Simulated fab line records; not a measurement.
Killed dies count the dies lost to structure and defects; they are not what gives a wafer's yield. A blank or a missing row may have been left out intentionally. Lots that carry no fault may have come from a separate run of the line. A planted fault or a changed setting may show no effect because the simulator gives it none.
The tool behind it: which one?	flow gf180mcu	72 wafers from 24 lots sampled at 5 of the route's 602 steps

## WHAT THE GAUGES READ, wafer by wafer
GF_V2_THK_MEAS_25: measures by xrf.
lot	measured	on	V2_W_THK (nm)
L074	day 20 08:01	film-metro-03	351 342 341
L075	day 20 19:22	film-metro-02	338 340 341
L076	day 21 04:06	film-metro-03	340 342 350
L078	day 21 19:30	film-metro-04	345 345 348
L077	day 21 21:52	film-metro-03	342 345 342
L079	day 21 22:55	film-metro-04	345 347 349
L080	day 22 14:49	film-metro-04	345 348 347
L081	day 22 21:02	film-metro-03	335 341 344
L082	day 23 09:41	film-metro-04	338 342 342
L083	day 23 16:43	film-metro-02	348 350 351
L084	day 23 22:56	film-metro-04	339 337 338
L085	day 24 12:53	film-metro-04	349 356 353
L086	day 24 19:52	film-metro-04	350 342 350
L087	day 25 10:20	film-metro-04	345 349 346
L088	day 25 12:27	film-metro-04	352 348 353
L089	day 25 17:31	film-metro-02	342 347 337
L090	day 25 23:17	film-metro-04	341 346 347
L091	day 26 06:02	film-metro-02	352 353 352
L092	day 26 12:52	film-metro-03	344 347 349
L093	day 26 18:32	film-metro-03	341 343 343
L094	day 27 03:17	film-metro-02	339 340 345
L095	day 27 12:58	film-metro-03	348 341 344
L096	day 27 20:08	film-metro-04	342 342 344
L097	day 28 05:11	film-metro-02	348 349 350

GF_V5_OVL_MEAS_15.
lot	measured	on	V5_OVL (nm)
L074	day 27 03:10	overlay-02	-8 -7 -7
L075	day 27 14:49	overlay-02	-5 7 -5
L076	day 27 20:41	overlay-02	-8 -2 -2
L078	day 28 09:59	overlay-02	0 3 1
L077	day 28 12:35	overlay-01	0 3 7
L079	day 28 13:26	overlay-02	-5 3 -5
L080	day 29 03:24	overlay-02	6 4 9
L081	day 29 07:49	overlay-01	-6 -1 -2
L082	day 29 18:56	overlay-02	-7 0 -2
L083	day 30 02:12	overlay-02	-14 -11 -5
L084	day 30 06:21	overlay-02	-4 -2 -2
L085	day 30 17:08	overlay-01	6 9 0
L086	day 30 22:26	overlay-01	9 6 2
L087	day 31 11:50	overlay-02	-2 -9 -3
L088	day 31 14:01	overlay-02	3 6 2
L089	day 31 18:00	overlay-01	3 7 -3
L090	day 31 21:20	overlay-02	2 5 1
L091	day 32 03:08	overlay-01	-9 3 -1
L092	day 32 09:27	overlay-01	0 1 11
L093	day 32 15:07	overlay-01	5 -4 4
L094	day 32 20:10	overlay-02	5 10 7
L095	day 33 05:08	overlay-02	5 3 2
L096	day 33 10:37	overlay-01	-5 -2 -6
L097	day 33 17:26	overlay-02	-4 -2 5

## TOOL THAT RAN EACH LOT (tool first, then ch and the chambers of the sampled wafers, then the start)
lot	GF_M1_SPUTTER_03	GF_V1_ETCH_17	GF_MIM_SPUTTER_02
L074	pvd-sputter-03, day 16 03:43	rie-diel-03 ch 0,2, day 20 08:01 or earlier	pvd-sputter-04, day 24 10:48
L075	pvd-sputter-03, day 16 13:52	rie-diel-02 ch 2,3, day 20 19:22 or earlier	pvd-sputter-03, day 24 22:05
L076	pvd-sputter-02, day 16 22:13	rie-diel-01 ch 0,1,2, day 21 04:06 or earlier	pvd-sputter-04, day 25 05:17
L078	pvd-sputter-03, day 17 13:19	rie-diel-02 ch 0,2,3, day 21 19:30 or earlier	pvd-sputter-04, day 25 19:24
L077	pvd-sputter-02, day 17 16:37	rie-diel-01 ch 0,1,2, day 21 21:52 or earlier	pvd-sputter-04, day 25 21:23
L079	pvd-sputter-04, day 17 18:22	rie-diel-02 ch 0,2, day 21 22:55 or earlier	pvd-sputter-04, day 25 22:31
L080	pvd-sputter-04, day 18 08:38	rie-diel-03 ch 0,2,3, day 22 14:49 or earlier	pvd-sputter-02, day 26 12:55
L081	pvd-sputter-04, day 18 15:46	rie-diel-03 ch 0,1,3, day 22 21:02 or earlier	pvd-sputter-04, day 26 19:17
L082	pvd-sputter-02, day 19 04:59	rie-diel-03 ch 0,2,3, day 23 09:41 or earlier	pvd-sputter-04, day 27 06:22
L083	pvd-sputter-03, day 19 11:56	rie-diel-01 ch 0,1,2, day 23 16:43 or earlier	pvd-sputter-02, day 27 13:09
L084	pvd-sputter-03, day 19 19:28	rie-diel-02 ch 2,3, day 23 22:56 or earlier	pvd-sputter-02, day 27 18:47
L085	pvd-sputter-04, day 20 10:37	rie-diel-02 ch 0,1,3, day 24 12:53 or earlier	pvd-sputter-02, day 28 06:59
L086	pvd-sputter-04, day 20 17:11	rie-diel-01 ch 0,1,3, day 24 19:52 or earlier	pvd-sputter-04, day 28 12:30
L087	pvd-sputter-03, day 21 10:49	rie-diel-01 ch 0,1, day 25 10:20 or earlier	pvd-sputter-04, day 29 02:00
L088	pvd-sputter-02, day 21 11:40	rie-diel-03 ch 0,2, day 25 12:27 or earlier	pvd-sputter-03, day 29 05:10
L089	pvd-sputter-03, day 21 18:19	rie-diel-03 ch 0,1,2, day 25 17:31 or earlier	pvd-sputter-03, day 29 08:48
L090	pvd-sputter-02, day 22 00:49	rie-diel-02 ch 1,2,3, day 25 23:17 or earlier	pvd-sputter-03, day 29 14:32
L091	pvd-sputter-04, day 22 10:15	rie-diel-01 ch 1,2,3, day 26 06:02 or earlier	pvd-sputter-04, day 29 19:48
L092	pvd-sputter-03, day 22 15:28	rie-diel-02 ch 1,3, day 26 12:52 or earlier	pvd-sputter-04, day 30 02:18
L093	pvd-sputter-03, day 22 22:29	rie-diel-01 ch 0,1,3, day 26 18:32 or earlier	pvd-sputter-02, day 30 07:57
L094	pvd-sputter-03, day 23 10:04	rie-diel-02 ch 2,3, day 27 03:17 or earlier	pvd-sputter-03, day 30 15:10
L095	pvd-sputter-04, day 23 17:54	rie-diel-01 ch 1,2,3, day 27 12:58 or earlier	pvd-sputter-04, day 30 23:53
L096	pvd-sputter-02, day 24 02:55	rie-diel-02 ch 0,2, day 27 20:08 or earlier	pvd-sputter-03, day 31 05:50
L097	pvd-sputter-03, day 24 11:55	rie-diel-02 ch 0,1,2, day 28 05:11 or earlier	pvd-sputter-04, day 31 14:12
- GF_M1_SPUTTER_03: material Ti, target thk 10 nm, time 6.7 s.
- GF_V1_ETCH_17: etches SiO2 in C4F8/O2/Ar, stops on TiN, target depth 630 nm.
- GF_MIM_SPUTTER_02: material AlCu, target thk 450 nm, time 23.9 s.

## WHAT THE TOOLS THEMSELVES READ (means of the sampled wafers that have a number; where no wafer has one, the mark that the record gives instead)
GF_M1_SPUTTER_03.
lot	tool	cathode-dc-power-W (W)	throttle-valve-pct (%)
L074	pvd-sputter-03	2999.6	30.5
L075	pvd-sputter-03	3000.0	30.1
L076	pvd-sputter-02	3000.4	31.1
L078	pvd-sputter-03	3000.1	29.1
L077	pvd-sputter-02	3000.4	31.0
L079	pvd-sputter-04	2999.9	30.1
L080	pvd-sputter-04	2999.7	29.6
L081	pvd-sputter-04	2999.6	30.0
L082	pvd-sputter-02	3000.3	30.9
L083	pvd-sputter-03	3000.0	31.2
L084	pvd-sputter-03	3000.4	30.5
L085	pvd-sputter-04	2999.6	30.5
L086	pvd-sputter-04	3000.0	31.1
L087	pvd-sputter-03	3000.6	29.6
L088	pvd-sputter-02	2999.9	31.0
L089	pvd-sputter-03	3000.0	30.4
L090	pvd-sputter-02	3000.0	31.5
L091	pvd-sputter-04	2999.7	30.1
L092	pvd-sputter-03	2999.8	29.7
L093	pvd-sputter-03	2999.9	28.9
L094	pvd-sputter-03	2999.5	29.7
L095	pvd-sputter-04	3000.7	30.2
L096	pvd-sputter-02	2999.8	31.4
L097	pvd-sputter-03	3000.1	29.8

GF_V1_ETCH_17.
lot	tool	oes-product-au (a.u.)
L074	rie-diel-03	0.855
L075	rie-diel-02	0.858
L076	rie-diel-01	0.852
L078	rie-diel-02	0.858
L077	rie-diel-01	0.857
L079	rie-diel-02	0.857
L080	rie-diel-03	0.858
L081	rie-diel-03	0.855
L082	rie-diel-03	0.856
L083	rie-diel-01	0.853
L084	rie-diel-02	0.855
L085	rie-diel-02	0.853
L086	rie-diel-01	0.856
L087	rie-diel-01	0.852
L088	rie-diel-03	0.853
L089	rie-diel-03	0.854
L090	rie-diel-02	0.853
L091	rie-diel-01	0.859
L092	rie-diel-02	0.853
L093	rie-diel-01	0.858
L094	rie-diel-02	0.856
L095	rie-diel-01	0.852
L096	rie-diel-02	0.856
L097	rie-diel-02	0.855

GF_MIM_SPUTTER_02.
lot	tool	cathode-dc-power-W (W)	throttle-valve-pct (%)
L074	pvd-sputter-04	10601	31.6
L075	pvd-sputter-03	10600	30.1
L076	pvd-sputter-04	10599	30.6
L078	pvd-sputter-04	10599	30.6
L077	pvd-sputter-04	10601	31.0
L079	pvd-sputter-04	10601	31.5
L080	pvd-sputter-02	10601	30.8
L081	pvd-sputter-04	10599	30.2
L082	pvd-sputter-04	10600	30.6
L083	pvd-sputter-02	10601	31.0
L084	pvd-sputter-02	10601	31.1
L085	pvd-sputter-02	10601	31.1
L086	pvd-sputter-04	10599	30.6
L087	pvd-sputter-04	10600	30.5
L088	pvd-sputter-03	10601	29.4
L089	pvd-sputter-03	10602	29.5
L090	pvd-sputter-03	10601	30.0
L091	pvd-sputter-04	10601	31.0
L092	pvd-sputter-04	10599	29.3
L093	pvd-sputter-02	10599	31.1
L094	pvd-sputter-03	10601	29.2
L095	pvd-sputter-04	10600	30.1
L096	pvd-sputter-03	10599	29.0
L097	pvd-sputter-04	10602	31.0

## THE ANSWER, worked out from the rows above alone
Rule: the usual values come from the lots themselves. The widest of any qualifying gaps counts: lots, ordered by their means at a reading, are off when they make up no more than a third of the lots, leave a main group of 4 or more, and stand apart from it by 3 or more times the standard deviation of that group's means. If all means in a main group match to the digits the tables above print for the reading, that group is not used. A lot without any number at a reading at which 4 lots or more have one is off too. The other lots that the step has rows for count as sound. The gauges are gone through in route order, then the tools' own readings, and for those a lot's mean is taken as printed above. The first step at which some lot is off is used, and at that step the reading that is off furthest; a lot without a number counts as furthest.
Across all readings shown, no lot is off: no conclusion can be drawn from this.

## WHAT WAS PUT IN BY THE SIMULATOR
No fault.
